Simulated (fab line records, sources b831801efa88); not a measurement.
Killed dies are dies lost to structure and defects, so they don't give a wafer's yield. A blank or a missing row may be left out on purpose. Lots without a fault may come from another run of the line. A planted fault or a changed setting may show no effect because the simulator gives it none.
Which tool did it? | flow gf180mcu | 24 lots, 72 wafers sampled, at 5 steps of a route of 602

WHAT THE GAUGES READ, wafer by wafer
GF_STI_BOW_MEAS_00. Usual: INCOMING_BOW 0 um, standard deviation 6.1.
lot  | measured    | on            | INCOMING_BOW (um) | flag
L074 | day 1 10:01 | film_metro-02 | 9 -6 -8           |
L075 | day 1 15:04 | film_metro-03 | -15 5 -1          |
L076 | day 1 20:00 | film_metro-03 | 5 -6 2            |
L077 | day 2 01:00 | film_metro-03 | 4 1 4             |
L078 | day 2 06:01 | film_metro-03 | -3 0 2            |
L079 | day 2 11:00 | film_metro-03 | -8 -4 11          |
L080 | day 2 16:00 | film_metro-03 | 11 17 -1          |
L081 | day 2 21:00 | film_metro-03 | -2 -8 7           |
L082 | day 3 02:01 | film_metro-03 | 1 2 1             |
L083 | day 3 07:01 | film_metro-03 | -7 4 9            |
L084 | day 3 12:01 | film_metro-02 | 1 4 2             |
L085 | day 3 17:01 | film_metro-02 | -5 4 -3           |
L086 | day 3 22:01 | film_metro-02 | -1 0 1            |
L087 | day 4 03:00 | film_metro-02 | 2 -10 -6          |
L088 | day 4 08:00 | film_metro-01 | 2 0 10            |
L089 | day 4 13:00 | film_metro-03 | 7 4 -5            |
L090 | day 4 18:04 | film_metro-02 | -14 -6 4          |
L091 | day 4 23:00 | film_metro-01 | 1 0 0             |
L092 | day 5 04:02 | film_metro-02 | 1 6 7             |
L093 | day 5 09:00 | film_metro-02 | -1 -6 -1          |
L094 | day 5 14:00 | film_metro-02 | -3 -5 -1          |
L095 | day 5 19:00 | film_metro-02 | 2 -6 2            |
L096 | day 6 00:01 | film_metro-01 | -5 -2 -3          |
L097 | day 6 05:02 | film_metro-01 | 13 4 1            |

GF_POLY_GATE_CD_MEAS_10: target cd 280 nm. Usual: cd_nm 280.3 nm, standard deviation 1.
lot  | measured     | on        | cd_nm (nm)        | flag
L074 | day 9 20:38  | cd_sem-01 | 281.6 280.9 280.8 |
L075 | day 9 23:55  | cd_sem-01 | 279.3 278.4 278.3 |
L076 | day 10 04:16 | cd_sem-01 | 281.5 280.8 281.0 |
L077 | day 10 16:58 | cd_sem-02 | 279.2 279.0 280.1 |
L078 | day 10 19:29 | cd_sem-02 | 280.7 280.9 281.5 |
L079 | day 11 04:01 | cd_sem-01 | 280.4 279.4 279.9 |
L080 | day 11 08:28 | cd_sem-02 | 281.3 280.3 280.5 |
L081 | day 11 22:07 | cd_sem-02 | 281.2 280.9 280.4 |
L082 | day 11 22:35 | cd_sem-02 | 279.4 279.5 279.4 |
L083 | day 12 10:14 | cd_sem-02 | 279.2 279.9 280.4 |
L084 | day 12 14:44 | cd_sem-02 | 279.8 280.3 279.5 |
L085 | day 12 23:53 | cd_sem-01 | 280.2 280.4 281.0 |
L086 | day 13 01:44 | cd_sem-02 | 279.1 278.8 279.4 |
L087 | day 13 11:22 | cd_sem-01 | 280.8 281.7 282.4 |
L088 | day 13 17:46 | cd_sem-01 | 280.3 282.4 281.6 |
L089 | day 14 00:22 | cd_sem-02 | 282.7 282.3 281.6 |
L090 | day 14 07:20 | cd_sem-01 | 279.4 279.5 279.6 |
L091 | day 14 16:28 | cd_sem-02 | 279.9 280.5 279.4 |
L092 | day 14 20:32 | cd_sem-01 | 280.4 279.4 279.5 |
L093 | day 15 02:04 | cd_sem-01 | 279.9 280.1 279.6 |
L094 | day 15 11:55 | cd_sem-01 | 280.9 281.8 280.5 |
L095 | day 15 17:52 | cd_sem-02 | 280.0 281.0 280.6 |
L096 | day 16 02:17 | cd_sem-02 | 278.2 279.0 279.0 |
L097 | day 16 11:43 | cd_sem-02 | 279.4 281.4 280.6 |

GF_M2_THK_MEAS_06: measures by xrf. Usual: M2_ALCU_THK 445 nm, standard deviation 5.5.
lot  | measured     | on            | M2_ALCU_THK (nm) | flag
L074 | day 19 06:20 | film_metro-02 | 439 440 442      |
L075 | day 19 15:50 | film_metro-02 | 443 434 443      |
L076 | day 19 19:40 | film_metro-02 | 439 437 444      |
L077 | day 20 11:38 | film_metro-03 | 448 451 446      |
L078 | day 21 00:26 | film_metro-04 | 440 448 446      |
L079 | day 21 07:58 | film_metro-04 | 446 445 444      |
L080 | day 21 08:25 | film_metro-02 | 452 448 451      |
L081 | day 22 00:46 | film_metro-03 | 445 448 447      |
L082 | day 22 01:08 | film_metro-02 | 448 438 447      |
L083 | day 22 14:44 | film_metro-04 | 442 440 443      |
L084 | day 22 21:33 | film_metro-02 | 450 447 446      |
L085 | day 23 07:43 | film_metro-04 | 445 453 450      |
L086 | day 23 10:10 | film_metro-04 | 446 458 456      |
L087 | day 23 18:19 | film_metro-04 | 453 447 452      |
L088 | day 24 01:04 | film_metro-03 | 444 436 444      |
L089 | day 24 12:26 | film_metro-04 | 442 441 441      |
L090 | day 24 16:51 | film_metro-04 | 451 450 446      |
L091 | day 25 00:46 | film_metro-04 | 447 450 449      |
L092 | day 25 05:14 | film_metro-02 | 446 441 441      |
L093 | day 25 09:03 | film_metro-04 | 443 452 451      |
L094 | day 25 18:15 | film_metro-02 | 441 435 444      |
L095 | day 26 01:07 | film_metro-03 | 451 446 447      |
L096 | day 26 08:35 | film_metro-02 | 436 436 434      |
L097 | day 26 18:35 | film_metro-03 | 440 436 441      |

GF_V5_THK_MEAS_01. Usual: V5_CVD_00_THK 298 nm, standard deviation 3.
lot  | measured     | on            | V5_CVD_00_THK (nm) | flag
L074 | day 27 06:14 | film_metro-02 | 301 298 300        |
L075 | day 27 16:00 | film_metro-03 | 297 295 299        |
L076 | day 27 15:59 | film_metro-02 | 295 299 294        |
L077 | day 28 06:44 | film_metro-02 | 294 299 297        |
L078 | day 28 16:52 | film_metro-03 | 300 296 299        |
L079 | day 28 22:32 | film_metro-03 | 299 300 298        |
L080 | day 28 22:44 | film_metro-02 | 298 301 298        |
L081 | day 29 13:00 | film_metro-03 | 303 295 301        |
L082 | day 29 13:45 | film_metro-03 | 299 300 298        |
L083 | day 30 00:52 | film_metro-01 | 303 301 301        |
L084 | day 30 05:26 | film_metro-02 | 296 296 295        |
L085 | day 30 15:23 | film_metro-02 | 296 301 299        |
L086 | day 30 16:23 | film_metro-03 | 301 296 298        |
L087 | day 31 00:41 | film_metro-01 | 297 299 302        |
L088 | day 31 02:17 | film_metro-01 | 295 295 295        |
L089 | day 31 11:53 | film_metro-03 | 303 303 302        |
L090 | day 31 18:34 | film_metro-03 | 296 302 306        |
L091 | day 32 02:41 | film_metro-02 | 298 296 298        |
L092 | day 32 05:01 | film_metro-03 | 296 293 295        |
L093 | day 32 08:16 | film_metro-01 | 292 301 297        |
L094 | day 32 14:05 | film_metro-02 | 294 294 301        |
L095 | day 32 22:14 | film_metro-02 | 297 297 302        |
L096 | day 33 02:55 | film_metro-01 | 303 304 299        |
L097 | day 33 11:27 | film_metro-02 | 300 303 300        |

WHICH TOOL RAN EACH LOT (tool, then ch and the chambers of the sampled wafers, then the start)
lot  | GF_V1_SPUTTER_21
L074 | pvd_sputter-02, day 19 05:17
L075 | pvd_sputter-01, day 19 14:46
L076 | pvd_sputter-02, day 19 18:38
L077 | pvd_sputter-01, day 20 10:29
L078 | pvd_sputter-03, day 20 23:23
L079 | pvd_sputter-02, day 21 06:56
L080 | pvd_sputter-03, day 21 07:23
L081 | pvd_sputter-03, day 21 23:44
L082 | pvd_sputter-02, day 22 00:05
L083 | pvd_sputter-01, day 22 13:41
L084 | pvd_sputter-03, day 22 20:30
L085 | pvd_sputter-03, day 23 06:32
L086 | pvd_sputter-01, day 23 09:05
L087 | pvd_sputter-02, day 23 17:17
L088 | pvd_sputter-01, day 24 00:02
L089 | pvd_sputter-02, day 24 11:22
L090 | pvd_sputter-03, day 24 15:47
L091 | pvd_sputter-01, day 24 23:44
L092 | pvd_sputter-02, day 25 04:11
L093 | pvd_sputter-03, day 25 08:01
L094 | pvd_sputter-03, day 25 17:13
L095 | pvd_sputter-03, day 26 00:05
L096 | pvd_sputter-02, day 26 07:32
L097 | pvd_sputter-03, day 26 17:32
- GF_V1_SPUTTER_21: material Ti, target thk 15 nm, time 80.02 s.

WHAT THE TOOLS THEMSELVES READ (means of the sampled wafers that have a number; where no wafer has one, the mark that the record gives instead)
GF_V1_SPUTTER_21. Usual: substrate_temp_c 199.99 C, standard deviation 0.16; throttle_valve_pct 29.7 %, standard deviation 1.1.
lot  | tool           | substrate_temp_c (C) | throttle_valve_pct (%) | flag
L074 | pvd_sputter-02 | 200.00               | 29.9                   |
L075 | pvd_sputter-01 | 200.02               | 29.4                   |
L076 | pvd_sputter-02 | 199.82               | 30.0                   |
L077 | pvd_sputter-01 | 200.10               | 29.9                   |
L078 | pvd_sputter-03 | 200.02               | 29.2                   |
L079 | pvd_sputter-02 | 200.16               | 29.9                   |
L080 | pvd_sputter-03 | 199.95               | 29.0                   |
L081 | pvd_sputter-03 | 199.74               | 29.0                   |
L082 | pvd_sputter-02 | 200.11               | 29.9                   |
L083 | pvd_sputter-01 | 199.84               | 30.6                   |
L084 | pvd_sputter-03 | 199.89               | 28.4                   |
L085 | pvd_sputter-03 | 200.15               | 28.4                   |
L086 | pvd_sputter-01 | 200.00               | 30.3                   |
L087 | pvd_sputter-02 | 200.07               | 30.1                   |
L088 | pvd_sputter-01 | 200.03               | 29.9                   |
L089 | pvd_sputter-02 | 199.92               | 30.2                   |
L090 | pvd_sputter-03 | 200.15               | 28.1                   |
L091 | pvd_sputter-01 | 200.17               | 29.7                   |
L092 | pvd_sputter-02 | 199.75               | 30.0                   |
L093 | pvd_sputter-03 | 199.96               | 28.9                   |
L094 | pvd_sputter-03 | 200.01               | 29.5                   |
L095 | pvd_sputter-03 | 200.00               | 27.9                   |
L096 | pvd_sputter-02 | 200.03               | 30.0                   |
L097 | pvd_sputter-03 | 199.85               | 30.3                   |

THE ANSWER, worked out from the rows above alone
Rule: a lot is off if the mean of its wafers that have a number lies more than 3 standard deviations from the usual mean. A lot without any number at a reading at which 4 lots or more have one is off too. The other lots that the step has rows for count as sound. The gauges are gone through in route order, then the tools' own readings, and for those a lot's mean is taken as printed above. The first step at which some lot is off is used, and at that step the reading that is off furthest; a lot without a number counts as furthest.
No lot is off at any reading shown: from this, nothing can be told.

WHAT THE SIMULATOR HAD PUT IN
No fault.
